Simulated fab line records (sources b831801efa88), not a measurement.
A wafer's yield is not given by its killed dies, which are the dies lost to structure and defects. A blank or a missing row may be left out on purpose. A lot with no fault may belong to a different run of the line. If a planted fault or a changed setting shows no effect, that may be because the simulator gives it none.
The tool behind it: which one? | flow gf180mcu | 18 wafers from 6 lots sampled at 3 of the route's 602 steps

WHAT EACH GAUGE READ, for each wafer
GF_TOP_METAL_OVL_MEAS_15.
lot  | measured     | on         | TOP_METAL_OVL (nm)
L313 | day 29 13:59 | overlay-02 | 1.5 -0.2 1.9
L321 | day 31 22:28 | overlay-01 | -0.3 -0.6 -0.7
L324 | day 32 13:02 | overlay-02 | -1.3 -1.9 -1.5
L327 | day 33 11:46 | overlay-01 | 1.1 0.4 0.0
L331 | day 34 04:47 | overlay-01 | -1.7 -1.2 -0.8
L333 | day 34 21:44 | overlay-01 | 1.4 0.0 -0.2

WHICH TOOL RAN EACH LOT (tool, then ch and the chambers of the sampled wafers, then the start)
lot  | GF_M5_STRIP_11                       | GF_TOP_METAL_SPUTTER_02
L313 | plasma-asher-02 ch 0,1, day 27 20:03 | pvd-sputter-01, day 28 18:53
L321 | plasma-asher-03 ch 0,1, day 30 06:54 | pvd-sputter-04, day 31 04:32
L324 | plasma-asher-02 ch 0,1, day 30 23:29 | pvd-sputter-01, day 31 19:58
L327 | plasma-asher-02 ch 0,1, day 31 23:33 | pvd-sputter-01, day 32 19:08
L331 | plasma-asher-02 ch 0,1, day 32 18:14 | pvd-sputter-01, day 33 13:34
L333 | plasma-asher-03 ch 0,1, day 33 11:26 | pvd-sputter-01, day 34 06:10
- GF_M5_STRIP_11: strips in O2/N2.
- GF_TOP_METAL_SPUTTER_02: material AlCu, target thk 900 nm, time 47.82 s.

THE ANSWER, worked out from the rows above alone
Rule: the lots themselves supply what counts as usual. The widest of any qualifying gaps counts: lots, ordered by their means at a reading, are off when they make up no more than a third of the lots, leave a main group of 4 or more, and stand apart from it by 3 or more times the standard deviation of that group's means. A main group whose means are all the same, to the digits that the tables above print for the reading, isn't used. A lot without any number at a reading at which 4 lots or more have one is off too. All remaining lots with rows at the step are treated as sound.
None of the lots is off at any reading shown; this tells nothing.

WHAT WAS PUT IN BY THE SIMULATOR
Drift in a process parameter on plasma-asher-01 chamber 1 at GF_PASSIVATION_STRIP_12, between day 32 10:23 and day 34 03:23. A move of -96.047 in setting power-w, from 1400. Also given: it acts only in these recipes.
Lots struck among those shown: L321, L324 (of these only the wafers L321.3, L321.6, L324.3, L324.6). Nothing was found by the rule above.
